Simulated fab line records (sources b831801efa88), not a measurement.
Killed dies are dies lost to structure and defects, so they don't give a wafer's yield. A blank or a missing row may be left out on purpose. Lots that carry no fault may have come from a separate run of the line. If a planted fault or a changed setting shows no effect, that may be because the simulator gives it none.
Which of the tools did it? || flow gf180mcu || Sampling: 13 lots, 37 wafers, 2 of 602 route steps

## WHAT THE GAUGES SHOWED, per wafer
GF_SAB_THK_MEAS_01.
{"lot": "L149", "measured": "day 14 18:35", "on": "filmMetro-04", "SAB_CVD_00_THK (nm)": "49.9 49.6 50.9"}
{"lot": "L150", "measured": "day 15 00:32", "on": "filmMetro-01", "SAB_CVD_00_THK (nm)": "49.0 49.4 50.4"}
{"lot": "L151", "measured": "day 15 11:57", "on": "filmMetro-04", "SAB_CVD_00_THK (nm)": "48.6 49.6 49.6"}
{"lot": "L152", "measured": "day 15 17:59", "on": "filmMetro-04", "SAB_CVD_00_THK (nm)": "50.0 48.7 50.2"}
{"lot": "L153", "measured": "day 16 00:34", "on": "filmMetro-01", "SAB_CVD_00_THK (nm)": "50.3 46.6"}
{"lot": "L154", "measured": "day 16 10:37", "on": "filmMetro-04", "SAB_CVD_00_THK (nm)": "49.5 46.9"}
{"lot": "L156", "measured": "day 17 09:04", "on": "filmMetro-01", "SAB_CVD_00_THK (nm)": "49.9 51.0 46.2"}
{"lot": "L163", "measured": "day 19 17:35", "on": "filmMetro-01", "SAB_CVD_00_THK (nm)": "49.5 50.5 49.9"}
{"lot": "L164", "measured": "day 19 23:19", "on": "filmMetro-04", "SAB_CVD_00_THK (nm)": "49.6 48.7 49.3"}
{"lot": "L165", "measured": "day 20 07:50", "on": "filmMetro-01", "SAB_CVD_00_THK (nm)": "49.8 50.9 50.6"}
{"lot": "L168", "measured": "day 21 11:10", "on": "filmMetro-01", "SAB_CVD_00_THK (nm)": "49.8 50.7 51.0"}
{"lot": "L170", "measured": "day 22 01:58", "on": "filmMetro-01", "SAB_CVD_00_THK (nm)": "49.1 50.4 50.9"}
{"lot": "L169", "measured": "day 22 03:26", "on": "filmMetro-02", "SAB_CVD_00_THK (nm)": "48.9 48.9 49.7"}

## EACH LOT AND THE TOOL THAT RAN IT (in order: tool; ch and the chambers of the sampled wafers; start)
{"lot": "L149", "GF_SAB_CVD_00": "pecvd-02 ch 0,1,2, day 14 18:34"}
{"lot": "L150", "GF_SAB_CVD_00": "pecvd-01 ch 1,2, day 15 00:31"}
{"lot": "L151", "GF_SAB_CVD_00": "pecvd-01 ch 0,1, day 15 11:55"}
{"lot": "L152", "GF_SAB_CVD_00": "pecvd-02 ch 0,1,2, day 15 17:58"}
{"lot": "L153", "GF_SAB_CVD_00": "pecvd-02 ch 1,2, day 16 00:33"}
{"lot": "L154", "GF_SAB_CVD_00": "pecvd-02 ch 1,2, day 16 10:36"}
{"lot": "L156", "GF_SAB_CVD_00": "pecvd-02 ch 0,1,2, day 17 09:03"}
{"lot": "L163", "GF_SAB_CVD_00": "pecvd-03 ch 0,2, day 19 17:31"}
{"lot": "L164", "GF_SAB_CVD_00": "pecvd-03 ch 0,1,2, day 19 23:18"}
{"lot": "L165", "GF_SAB_CVD_00": "pecvd-02 ch 1,2, day 20 07:48"}
{"lot": "L168", "GF_SAB_CVD_00": "pecvd-02 ch 0,1, day 21 11:07"}
{"lot": "L170", "GF_SAB_CVD_00": "pecvd-02 ch 0,1,2, day 22 01:57"}
{"lot": "L169", "GF_SAB_CVD_00": "pecvd-03 ch 0,1,2, day 22 03:24"}
- GF_SAB_CVD_00: deposits SiO2 from TEOS, target thk 50 nm, time 4.9302 s.

## AS READ BY THE TOOLS THEMSELVES (means over the sampled wafers that have a number; for cases with no such wafer, the mark the record gives instead)
GF_SAB_CVD_00.
{"lot": "L149", "tool": "pecvd-02", "heaterPowerW (W)": 676}
{"lot": "L150", "tool": "pecvd-01", "heaterPowerW (W)": 711}
{"lot": "L151", "tool": "pecvd-01", "heaterPowerW (W)": 675}
{"lot": "L152", "tool": "pecvd-02", "heaterPowerW (W)": 676}
{"lot": "L153", "tool": "pecvd-02", "heaterPowerW (W)": 680}
{"lot": "L154", "tool": "pecvd-02", "heaterPowerW (W)": 703}
{"lot": "L156", "tool": "pecvd-02", "heaterPowerW (W)": 684}
{"lot": "L163", "tool": "pecvd-03", "heaterPowerW (W)": 746}
{"lot": "L164", "tool": "pecvd-03", "heaterPowerW (W)": 664}
{"lot": "L165", "tool": "pecvd-02", "heaterPowerW (W)": 631}
{"lot": "L168", "tool": "pecvd-02", "heaterPowerW (W)": 687}
{"lot": "L170", "tool": "pecvd-02", "heaterPowerW (W)": 660}
{"lot": "L169", "tool": "pecvd-03", "heaterPowerW (W)": 712}

## THE ANSWER, worked out from the rows above alone
Rule: the lots themselves supply what counts as usual. The widest of any qualifying gaps counts: lots, ordered by their means at a reading, are off when they make up no more than a third of the lots, leave a main group of 4 or more, and stand apart from it by 3 or more times the standard deviation of that group's means. Not used: any main group whose means are identical at the precision the tables above print for the reading. A lot without any number at a reading at which 4 lots or more have one is off too. Where the step has rows for the other lots, those lots are counted as sound. The gauges are gone through in route order, then the tools' own readings, and for those a lot's mean is taken as printed above. The first step at which some lot is off is used, and at that step the reading that is off furthest; a lot without a number counts as furthest.
None of the lots is off at any reading shown; this tells nothing.

## WHAT HAD BEEN PUT IN BY THE SIMULATOR
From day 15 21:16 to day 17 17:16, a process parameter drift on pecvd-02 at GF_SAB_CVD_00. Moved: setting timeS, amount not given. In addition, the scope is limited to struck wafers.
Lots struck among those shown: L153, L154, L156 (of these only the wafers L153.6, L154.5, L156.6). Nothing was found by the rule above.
